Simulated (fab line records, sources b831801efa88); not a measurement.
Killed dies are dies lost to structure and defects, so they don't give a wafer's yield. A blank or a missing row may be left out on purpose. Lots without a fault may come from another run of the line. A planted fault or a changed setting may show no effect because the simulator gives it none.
A struck lot beside a sound one | flow gf180mcu | 16 steps out of a route of 602
Sound: wafers L939.3, L939.4, L939.5. Struck: wafers L927.1, L927.2, L927.5. The cause comes at the end.
At each step with rows: each side's tool, then ch and its chambers, then its first start. Under that, the readings that differ: sound wafers | struck wafers | difference of the means | sigmas: that difference in standard deviations of wafers without a fault.
alike: readings whose means differ by less than 2 such deviations, and words and numbers that are the same on both sides. not compared: withheld readings, readings that some wafer has no value for, bounds like >300 that may hide the same value, and numbers for which the record gives no deviation and whose values overlap.
The two part at a step that has a row with sigmas, a row that says differs or no value, or rows on one side only. Numbers that don't overlap but have no deviation are shown without sigmas and don't part them. A reading that every wafer of one side lacks parts them only if that side has two wafers or more.

first, 5 steps without rows for these wafers: GF_M5_COAT_02 (resist thk 1000 nm); GF_M5_SOFTBAKE_03 (time 60 s); GF_M5_EXPOSE_04 (exposes mask Metal5, target cd 280 nm); GF_M5_PEB_05 (peb time 90 s); GF_M5_DEVELOP_06 (develop time 60 s).
GF_M5_CD_MEAS_07: target cd 280 nm.
  sound on cd_sem-01, day 32 14:08; struck on cd_sem-01, day 29 08:49
  alike: cd_nm
GF_M5_OVL_MEAS_08:
  sound on overlay-02, day 32 14:14; struck on overlay-02, day 29 08:56
  alike: M5_OVL
GF_M5_ETCH_09: etches Si3N4 in CF4/O2, target depth 52 nm, time 11.6 s.
  sound on rie_diel-04 ch 0,2, day 32 14:15; struck on rie_diel-04 ch 0,2,3, day 29 08:58
  alike: bias_w, drypump_motor_current_A, oes_product_au, rf_fwd_power_W, throttle_valve_pct
  not compared: rf_hours_counter_h
GF_M5_METAL_ETCH_10: etches the open film in Cl2/BCl3, stops on SiO2, target depth 750.8 nm, time 125.1 s.
  sound on rie_metal-03 ch 0, day 32 14:22; struck on rie_metal-04 ch 0,1, day 29 08:59
  reading                | sound                | struck               | difference | sigmas
  oes_product_au (a.u.)  | 0.988 0.999 0.993    | 0.972 0.976 0.980    | -0.017     | -2
  throttle_valve_pct (%) | 28.220 28.224 28.225 | 28.253 28.239 28.262 | +0.028     | +3
  alike: bias_w, drypump_motor_current_A, he_backside_leak_sccm, rf_fwd_power_W
  not compared: rf_hours_counter_h
GF_M5_STRIP_11: strips in O2/N2.
  sound on plasma_asher-01 ch 0,1, day 32 14:34; struck on plasma_asher-01 ch 0,1, day 29 09:07
  reading                      | sound          | struck         | difference | sigmas
  strip_time_to_endpoint_s (s) | 6.95 6.94 6.95 | 7.18 7.14 7.14 | +0.21      | +3
  alike: drypump_motor_current_A, heater_power_w, oes_product_au, platen_temp_c
  not compared: rf_hours_counter_h
then, 2 steps without rows for these wafers: GF_M5_STRIP_12 (strips in post etch residue remover, time 1200 s); GF_M5_CLEAN_13 (cleans in DIW).
GF_V5_CVD_00: deposits SiO2, target thk 300 nm, time 50 s.
  sound on hdpcvd-01 ch 0,1, day 32 15:10; struck on hdpcvd-02 ch 1,2, day 29 09:39
  reading                             | sound             | struck            | difference | sigmas
  sih4_flow_sccm (sccm)               | 60.30 59.98 60.09 | 51.32 51.02 51.50 | -8.84      | -47
  model.SiO2_of_V5_CVD_00.thk_nm (nm) | 297.2 294.7 303.4 | 251.4 257.6 250   | -45.4      |
GF_V5_THK_MEAS_01:
  sound on film_metro-01, day 32 15:13; struck on film_metro-01, day 29 09:42
  reading            | sound       | struck      | difference | sigmas
  V5_CVD_00_THK (nm) | 297 295 304 | 251 258 250 | -46        | -11
GF_V5_CVD_02: deposits SiO2 from TEOS, target thk 1450 nm, time 163.28 s.
  sound on pecvd-01 ch 0,1,2, day 32 15:16; struck on pecvd-02 ch 0,1, day 29 09:46
  alike: heater_power_w, rf_fwd_power_W
GF_PASSIVATION_PROBE_99:
  the record has rows for the sound wafers here (prober-02, day 34 19:38) and none for the struck ones

WHERE THEY PART
First at GF_M5_METAL_ETCH_10; last, within this record, at GF_PASSIVATION_PROBE_99.

WHY: what the simulator had put in
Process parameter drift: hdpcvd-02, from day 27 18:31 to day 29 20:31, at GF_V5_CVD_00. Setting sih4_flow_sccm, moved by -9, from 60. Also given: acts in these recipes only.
